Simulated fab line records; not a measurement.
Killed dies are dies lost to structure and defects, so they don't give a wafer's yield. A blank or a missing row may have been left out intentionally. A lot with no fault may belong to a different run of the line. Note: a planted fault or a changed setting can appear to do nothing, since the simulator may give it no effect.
fab line records	flow sky130
[record] lots = 11	wafers = 33	last_day = 50
route steps=708 shown LI_CONTACT@362 CONTACT@430 VIA1@460 VIA2@520
lots with no fault: from the same line, run without faults
start_h: hours from the record's first day to the start of the lot's first wafer shown	wait_h: time in hours since the lot's previous step	" unchanged from the row above	L1.1+2: one row covering several wafers at once	- no value present, or no start provided	* or withheld: withheld	< > ~ a bound
route shown NAME@n: a module of which the file shows steps, and the number in the route of the first	usual: the fault-free wafers' mean and standard deviation	same: alike in all rows	chamber/n: place in a boat	sites: readings site by site	_std_site: their standard deviation	_edge_site: mean of outer sites minus mean of inner sites	radius_mm: for every site, how far away it sits from the centre of the wafer	mask NAME#n: copy n	behind: the tool/chamber that last shaped the wafer	hold: what put the lot on hold/how long, in hours/how the hold closed	device: the n, p or np transistor that did not switch	end of line: the tests these same wafers got at the end of their route	a step given without rows: its recipe and nothing more	killed: not the wafer's yield, but the dies lost to structure and defects at the first sort	map: the dies of a wafer, with x for killed, . for not killed, _ for no die there
set.NAME: the setting the step ran with; set.NAME@STEP: the setting that earlier step ran with	model.NAME: the simulator's own value behind a step, which no gauge read
steps of the route over a sample of lots; a table a step, a row a wafer
services: from which hour (start_h, from the record's first day; less than 0 if before it) a tool's chamber was out of use, for how many hours, and why
[[steps]]
[step SKY_LI_CONTACT_HDPCVD_00]
[recipe] material = PSG	target_thk_nm = 930	sigma_open_frac = 0.3	time_s = 155	temp_c = 600	sih4_flow_sccm = 60	pressure_mtorr = 6
[usual] pressure_mtorr = 6.001/0.011	susceptor_temp_C = 599.96/0.29
lot.wafer	tool	chamber	start_h	wait_h	pressure_mtorr	susceptor_temp_C
L643.1	hdpcvd-01	1	665.86	0.3	5.981	600.10
L643.3	"	2	"	"	5.971	599.69
L643.6	"	2	"	"	6.008	600.00
L646.1	hdpcvd-02	1	691.34	0.0	6.001	599.35
L646.2	"	2	"	"	6.009	600.41
L646.4	"	0	"	"	6.003	600.35
L644.1	hdpcvd-02	2	693.49	0.0	6.001	600.26
L644.2	"	0	"	"	6.008	599.81
L644.6	"	2	"	"	5.995	599.73
L645.3	hdpcvd-01	1	693.92	0.0	5.998	600.16
L645.4	"	1	"	"	5.994	599.51
L645.5	"	2	"	"	6.003	599.84
L648.1	hdpcvd-01	2	708.89	0.0	5.998	599.78
L648.4	"	2	"	"	6.013	599.67
L648.6	"	0	"	"	5.989	599.81
L649.2	hdpcvd-02	1	714.97	0.0	5.996	600.08
L649.3	"	0	"	"	6.000	599.78
L649.5	"	1	"	"	5.996	599.99
L650.1	hdpcvd-01	2	721.55	0.0	6.007	599.70
L650.3	"	0	"	"	6.003	600.51
L650.5	"	0	"	"	6.013	600.21
L655.1	hdpcvd-01	1	758.92	0.0	6.012	600.37
L655.3	"	2	"	"	6.001	600.15
L655.6	"	0	"	"	5.999	600.32
L658.1	hdpcvd-01	1	787.34	0.0	6.001	600.20
L658.3	"	0	"	"	6.006	600.46
L658.5	"	0	"	"	5.992	600.18
L661.3	hdpcvd-02	2	810.49	0.0	6.029	600.19
L661.4	"	0	"	"	6.004	600.07
L661.5	"	2	"	"	6.014	599.85
L664.2	hdpcvd-02	2	834.95	0.0	6.005	599.74
L664.3	"	0	"	"	6.003	599.80
L664.4	"	0	"	"	6.005	600.41
[step SKY_LI_CONTACT_THK_MEAS_01]
[recipe] reads = PSG_of_LI_CONTACT_HDPCVD_00
[usual] LI_CONTACT_HDPCVD_THK = 933/9.3
lot.wafer	tool	chamber	start_h	wait_h	hold	LI_CONTACT_HDPCVD_THK[nm]
L643.1	film_metro-01	-	665.96	0.1	-	931
L643.3	"	-	"	"	-	932
L643.6	"	-	"	"	-	928
L646.1	film_metro-01	-	691.44	0.1	-	929
L646.2	"	-	"	"	-	945
L646.4	"	-	"	"	-	927
L644.1	film_metro-03	-	693.59	0.1	-	939
L644.2	"	-	"	"	-	924
L644.6	"	-	"	"	-	938
L645.3	film_metro-01	-	694.05	0.1	-	929
L645.4	"	-	"	"	-	945
L645.5	"	-	"	"	-	930
L648.1	film_metro-01	-	708.99	0.1	-	929
L648.4	"	-	"	"	-	932
L648.6	"	-	"	"	-	931
L649.2	film_metro-04	-	715.09	0.1	-	923
L649.3	"	-	"	"	-	924
L649.5	"	-	"	"	-	928
L650.1	film_metro-04	-	721.65	0.1	-	924
L650.3	"	-	"	"	-	924
L650.5	"	-	"	"	-	916
L655.1	film_metro-04	-	759.02	0.1	-	940
L655.3	"	-	"	"	-	940
L655.6	"	-	"	"	-	931
L658.1	film_metro-03	-	787.44	0.1	await_dispo/0.2h/release	729
L658.3	"	-	"	"	await_dispo/0.2h/release	917
L658.5	"	-	"	"	await_dispo/0.2h/release	918
L658.1	film_metro-03	-	787.72	0.3	-	730
L658.3	"	-	"	"	-	917
L658.5	"	-	"	"	-	918
L661.3	film_metro-01	-	810.61	0.1	-	940
L661.4	"	-	"	"	-	933
L661.5	"	-	"	"	-	950
L664.2	film_metro-03	-	835.06	0.1	-	939
L664.3	"	-	"	"	-	932
L664.4	"	-	"	"	-	925
[step SKY_LI_CONTACT_CMP_02]
[recipe] material = PSG	down_force_psi = 4	platen_rpm = 60	pad_velocity_m_s = 0.94248
[usual] motor_current_A = 12.2/0.97	platen_rpm = 60.00/0.04	time_to_endpoint_s = 35.1/2.5
lot.wafer	tool	chamber	start_h	wait_h	hold	motor_current_A	platen_rpm	time_to_endpoint_s
L643.3	cmp-01	3	666.07	0.1	-	11.7	60.07	31.4
L643.1	"	1	"	"	-	11.5	59.98	37.6
L643.6	"	3	"	"	-	12.1	59.95	34.7
L646.1	cmp-01	1	691.50	0.1	-	12.3	59.94	36.0
L646.2	"	2	"	"	-	13.3	60.04	33.8
L646.4	"	0	"	"	-	12.8	59.93	33.3
L644.2	cmp-01	0	693.65	0.0	-	11.1	59.98	28.6
L644.1	"	1	"	"	-	11.8	59.98	32.9
L644.6	"	0	"	"	-	12.2	59.99	31.0
L645.4	cmp-02	2	694.14	0.1	-	11.1	59.95	37.0
L645.3	"	0	"	"	-	13.6	60.03	34.0
L645.5	"	1	"	"	-	12.9	60.02	37.2
L648.1	cmp-01	0	709.05	0.1	-	12.6	59.99	32.5
L648.4	"	1	"	"	-	11.3	59.92	36.1
L648.6	"	1	"	"	-	11.8	60.00	35.9
L649.2	cmp-02	2	715.14	0.0	-	12.0	60.01	33.4
L649.3	"	3	"	"	-	11.3	59.96	33.6
L649.5	"	3	"	"	-	11.1	60.02	35.2
L650.1	cmp-02	3	721.71	0.1	-	11.2	59.91	36.1
L650.3	"	2	"	"	-	11.6	60.01	35.4
L650.5	"	0	"	"	-	13.4	60.01	30.8
L655.3	cmp-02	1	759.08	0.0	-	12.1	59.98	36.5
L655.1	"	3	"	"	-	11.1	59.97	38.6
L655.6	"	1	"	"	-	11.9	59.96	38.5
L658.1	cmp-01	2	790.98	3.3	await_dispo/3.1h/release	14.1	59.90	18.5
L658.3	"	0	"	"	await_dispo/3.1h/release	12.7	59.97	34.5
L658.5	"	1	"	"	await_dispo/3.1h/release	11.4	60.02	36.7
L661.3	cmp-01	2	810.65	0.0	-	13.2	59.96	38.5
L661.4	"	1	"	"	-	11.1	60.09	39.8
L661.5	"	3	"	"	-	11.6	60.07	36.7
L664.3	cmp-01	3	835.11	0.0	-	11.8	59.99	35.4
L664.2	"	0	"	"	-	12.2	59.99	36.0
L664.4	"	2	"	"	-	14.0	60.08	33.0
[step SKY_CONTACT_CVD_24]
[recipe] material = W	target_thk_nm = 340	time_s = 102.12	temp_c = 400	pressure_torr = 40
[usual] heater_power_w = 828/79	susceptor_temp_C = 399.99/0.18
lot.wafer	tool	chamber	start_h	wait_h	heater_power_w	susceptor_temp_C
L643.1	cvd_w-02	0	754.11	0.0	895	399.83
L643.3	"	1	"	"	950	400.03
L643.6	"	1	"	"	944	399.84
L646.1	cvd_w-01	0	777.47	0.0	771	400.59
L646.2	"	1	"	"	773	400.14
L646.4	"	1	"	"	762	399.99
L644.1	cvd_w-01	0	779.91	0.0	764	400.08
L644.2	"	1	"	"	761	400.10
L644.6	"	0	"	"	753	399.97
L645.3	cvd_w-02	1	780.34	0.1	938	399.74
L645.4	"	0	"	"	911	399.98
L645.5	"	1	"	"	915	400.05
L648.1	cvd_w-02	0	795.02	0.0	919	400.03
L648.4	"	0	"	"	909	399.94
L648.6	"	0	"	"	903	400.07
L649.2	cvd_w-01	0	799.96	0.0	764	400.06
L649.3	"	1	"	"	794	400.25
L649.5	"	0	"	"	738	400.17
L650.1	cvd_w-02	1	807.42	0.0	950	399.99
L650.3	"	0	"	"	903	400.06
L650.5	"	1	"	"	928	399.97
L655.1	cvd_w-02	0	842.32	0.0	915	399.95
L655.3	"	0	"	"	931	400.06
L655.6	"	1	"	"	937	399.62
L658.1	cvd_w-01	0	870.43	0.0	749	400.09
L658.3	"	1	"	"	789	400.16
L658.5	"	0	"	"	762	400.15
L661.3	cvd_w-02	0	892.61	0.1	932	399.81
L661.4	"	1	"	"	948	399.76
L661.5	"	1	"	"	969	400.15
L664.2	cvd_w-01	0	917.11	0.0	764	400.10
L664.3	"	0	"	"	767	400.25
L664.4	"	1	"	"	764	400.13
[step SKY_VIA1_CMP_02]
[recipe] material = SiO2	down_force_psi = 4	platen_rpm = 60	pad_velocity_m_s = 0.94248
[usual] motor_current_A = 12.2/0.94	platen_rpm = 60.00/0.039
lot.wafer	tool	chamber	start_h	wait_h	motor_current_A	platen_rpm
L643.1	cmp-01	3	782.70	0.1	11.7	60.04
L643.3	"	0	"	"	11.9	59.98
L643.6	"	3	"	"	12.0	60.05
L646.1	cmp-02	2	806.56	0.1	11.5	60.06
L646.4	"	3	"	"	11.2	60.00
L646.2	"	0	"	"	14.0	59.99
L644.1	cmp-02	2	808.69	0.1	11.2	59.96
L644.2	"	3	"	"	10.9	60.03
L644.6	"	1	"	"	11.5	60.02
L645.4	cmp-01	0	809.12	0.1	11.2	59.98
L645.3	"	1	"	"	11.4	59.94
L645.5	"	3	"	"	12.1	60.07
L648.4	cmp-02	2	824.06	0.0	12.3	60.03
L648.1	"	1	"	"	11.9	59.95
L648.6	"	2	"	"	12.5	59.99
L649.2	cmp-01	2	827.91	0.1	13.2	59.99
L649.3	"	3	"	"	12.0	60.01
L649.5	"	1	"	"	11.6	60.05
L650.3	cmp-01	1	835.97	0.0	11.5	59.97
L650.1	"	0	"	"	12.2	60.01
L650.5	"	2	"	"	13.0	60.09
L655.1	cmp-01	2	870.22	0.1	12.9	60.01
L655.3	"	0	"	"	12.5	59.93
L655.6	"	1	"	"	12.2	60.02
L658.1	cmp-02	1	899.02	0.1	12.7	59.98
L658.3	"	2	"	"	12.0	60.05
L658.5	"	2	"	"	11.9	60.04
L661.4	cmp-01	0	920.07	0.1	12.2	59.94
L661.3	"	2	"	"	12.7	59.98
L661.5	"	0	"	"	12.3	59.98
L664.2	cmp-01	3	943.63	0.1	12.1	60.09
L664.3	"	0	"	"	11.9	60.01
L664.4	"	1	"	"	11.4	60.00
[step SKY_VIA2_OVL_MEAS_13]
[usual] VIA2_OVL = -1/5.9
lot.wafer	tool	chamber	start_h	wait_h	VIA2_OVL[nm]
L643.1	overlay-02	-	865.55	0.1	-9
L643.3	"	-	"	"	-5
L643.6	"	-	"	"	-9
L646.1	overlay-02	-	888.89	0.1	-4
L646.2	"	-	"	"	-2
L646.4	"	-	"	"	2
L644.1	overlay-02	-	889.84	0.1	3
L644.2	"	-	"	"	-1
L644.6	"	-	"	"	-8
L645.3	overlay-02	-	891.26	0.1	4
L645.4	"	-	"	"	6
L645.5	"	-	"	"	3
L648.1	overlay-02	-	905.69	0.1	-1
L648.4	"	-	"	"	5
L648.6	"	-	"	"	4
L649.2	overlay-02	-	909.15	0.1	-1
L649.3	"	-	"	"	6
L649.5	"	-	"	"	3
L650.1	overlay-02	-	917.69	0.1	0
L650.3	"	-	"	"	8
L650.5	"	-	"	"	1
L655.1	overlay-02	-	951.05	0.1	-1
L655.3	"	-	"	"	5
L655.6	"	-	"	"	2
L658.1	overlay-01	-	977.10	0.1	3
L658.3	"	-	"	"	3
L658.5	"	-	"	"	6
L661.3	overlay-02	-	996.42	0.1	3
L661.4	"	-	"	"	2
L661.5	"	-	"	"	3
L664.2	overlay-01	-	1019.26	0.1	-2
L664.3	"	-	"	"	2
L664.4	"	-	"	"	1
[[services]]
tool	chamber	start_h	hours	kind
hdpcvd-01	-	650.75	15.0	pm
cmp-01	-	669.93	0.5	repair
cmp-01	-	670.93	0.7	repair
cmp-01	-	681.50	5.4	repair
hdpcvd-01	-	682.06	1.5	repair
hdpcvd-01	-	682.86	1.5	repair
cmp-02	-	693.60	0.3	repair
cmp-01	-	722.15	4.7	pm
cmp-02	-	740.65	0.8	repair
cmp-01	-	744.00	4.0	pm
cmp-02	-	757.69	0.4	repair
cmp-01	-	763.25	1.4	repair
cmp-02	-	767.04	6.2	pm
cvd_w-02	1	792.28	5.0	repair
cvd_w-02	0	834.12	5.1	repair
cmp-02	-	845.88	1.7	repair
cmp-02	-	848.20	1.6	repair
cmp-02	-	863.62	8.1	pm
cmp-01	-	871.73	7.7	pm
cmp-02	-	880.56	7.6	pm
cmp-02	-	912.02	4.0	pm
cmp-02	-	914.58	6.1	repair
cmp-02	-	926.61	0.6	repair
cmp-02	-	938.89	0.2	repair
[[key]]
[first_sign] step = SKY_LI_CONTACT_THK_MEAS_01	reading = visit	direction = added
[effect] step = SKY_LI_CONTACT_THK_MEAS_01	reading = LI_CONTACT_HDPCVD_THK	direction = down	sigmas = 22	usual = 933	struck = 729
[effect] step = SKY_LI_CONTACT_CMP_02	reading = time_to_endpoint_s	direction = down	sigmas = 6.5	usual = *	struck = *
met_at SKY_LI_CONTACT_HDPCVD_00
struck_lots L658
struck_wafers L658.1
tester_left_out L658
not_acting_at SKY_CONTACT_CVD_24,SKY_VIA1_CMP_02,SKY_VIA2_OVL_MEAS_13
onset_between 758.92 787.34
[fault] kind = process_parameter_drift	tool = hdpcvd-01	chamber = 1	onset_h = 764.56	steps = SKY_LI_CONTACT_HDPCVD_00	channel = target_thk_nm	offset = -199.6	shape = step	end_h = 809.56	acts_in = these_recipes_only	stated = 930
// tester_left_out: of these lots the tester's yield and bins aren't shown, on N5 and GAA mostly nor the transistor test; their killed dies are dies lost to structure and defects alone, not to doping, threshold or leakage, so they don't give the yield
